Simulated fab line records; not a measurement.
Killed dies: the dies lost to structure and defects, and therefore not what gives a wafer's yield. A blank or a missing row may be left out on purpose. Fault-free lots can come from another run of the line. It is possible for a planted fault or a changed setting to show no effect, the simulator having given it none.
Which tool was responsible? | flow gf180mcu | 14 lots with 42 wafers sampled at 3 steps, on a route of 602 steps

WHAT THE GAUGES READ, wafer by wafer
GF_V2_OVL_MEAS_15. Usual: V2_OVL typically reads 5 nm, with standard deviation 6.9.
lot  | measured     | on         | V2_OVL (nm) | flag
L148 | day 20 12:33 | overlay-02 | 10 5 8      |
L150 | day 21 09:07 | overlay-01 | 22 19 13    |
L151 | day 21 15:25 | overlay-01 | -3 4 -5     |
L153 | day 22 21:12 | overlay-01 | 13 10 3     |
L156 | day 23 20:00 | overlay-02 | -4 -1 -9    |
L161 | day 25 14:47 | overlay-01 | -5 -6 -10   |
L164 | day 26 13:52 | overlay-01 | 11 16 18    |
L163 | day 26 15:16 | overlay-01 | 13 -1 12    |
L165 | day 26 18:21 | overlay-01 | 4 -2 2      |
L166 | day 27 08:57 | overlay-01 | -7 -1 -1    |
L167 | day 27 09:08 | overlay-01 | -4 -9 0     |
L168 | day 27 17:20 | overlay-01 | 9 16 8      |
L169 | day 27 19:25 | overlay-01 | -3 5 -10    |
L170 | day 28 07:41 | overlay-01 | 4 0 2       |

GF_V2_THK_MEAS_25: measures by xrf. Usual: V2_W_THK typically reads 365 nm, with standard deviation 4.8.
lot  | measured     | on            | V2_W_THK (nm) | flag
L148 | day 20 13:37 | film_metro-01 | 370 375 372   |
L150 | day 21 10:14 | film_metro-01 | 360 356 363   |
L151 | day 21 16:28 | film_metro-01 | 361 358 366   |
L153 | day 22 22:14 | film_metro-02 | 370 367 369   |
L156 | day 23 21:02 | film_metro-03 | 370 363 362   |
L161 | day 25 15:49 | film_metro-03 | 375 371 377   |
L164 | day 26 14:53 | film_metro-03 | 359 365 365   |
L163 | day 26 16:19 | film_metro-02 | 358 363 357   |
L165 | day 26 19:23 | film_metro-03 | 358 361 365   |
L166 | day 27 09:59 | film_metro-01 | 361 357 355   |
L167 | day 27 10:11 | film_metro-01 | 362 364 366   |
L168 | day 27 18:43 | film_metro-02 | 374 370 367   |
L169 | day 27 20:27 | film_metro-01 | 361 359 362   |
L170 | day 28 08:45 | film_metro-03 | 368 365 365   |

GF_M3_OVL_MEAS_15. Usual: M3_OVL typically reads -4 nm, with standard deviation 6.2.
lot  | measured     | on         | M3_OVL (nm) | flag
L148 | day 21 14:40 | overlay-01 | -12 -13 -7  |
L150 | day 22 10:35 | overlay-02 | -8 -5 -16   |
L151 | day 22 17:05 | overlay-01 | -7 -8 -10   |
L153 | day 23 21:11 | overlay-01 | 16 13 3     |
L156 | day 24 20:13 | overlay-01 | -2 -6 -2    |
L161 | day 26 13:20 | overlay-01 | -2 -5 5     |
L164 | day 27 12:14 | overlay-01 | -11 -24 -16 |
L163 | day 27 13:17 | overlay-01 | -2 -3 -2    |
L165 | day 27 16:52 | overlay-01 | -6 2 -2     |
L166 | day 28 06:34 | overlay-01 | 5 1 4       |
L167 | day 28 07:03 | overlay-01 | -9 -8 0     |
L168 | day 28 14:35 | overlay-01 | 3 -8 -7     |
L169 | day 28 16:56 | overlay-01 | -7 -3 -1    |
L170 | day 29 04:29 | overlay-01 | -2 -3 -6    |

TOOL THAT RAN EACH LOT (tool first, then ch and the chambers of the sampled wafers, then the start)
Before these readings, the record contains no process step.

AS READ BY THE TOOLS THEMSELVES (means over the sampled wafers that have a number; for cases with no such wafer, the mark the record gives instead)
The record holds no such reading with a usual standard deviation.

THE ANSWER, worked out from the rows above alone
Rule: take the mean of a lot's wafers that have a number; if it is more than 3 standard deviations from the usual mean, the lot is off. Also off: a lot with no number at a reading for which 4 or more lots have one. The other lots that the step has rows for count as sound. Order of review: gauges by route order, followed by the tools' own readings, for which a lot's mean as printed above is used. At the first step where some lot is off, the reading lying furthest off is the one used; lots without a number count as furthest.
Across all readings shown, no lot is off: no conclusion can be drawn from this.

WHAT THE SIMULATOR PUT IN
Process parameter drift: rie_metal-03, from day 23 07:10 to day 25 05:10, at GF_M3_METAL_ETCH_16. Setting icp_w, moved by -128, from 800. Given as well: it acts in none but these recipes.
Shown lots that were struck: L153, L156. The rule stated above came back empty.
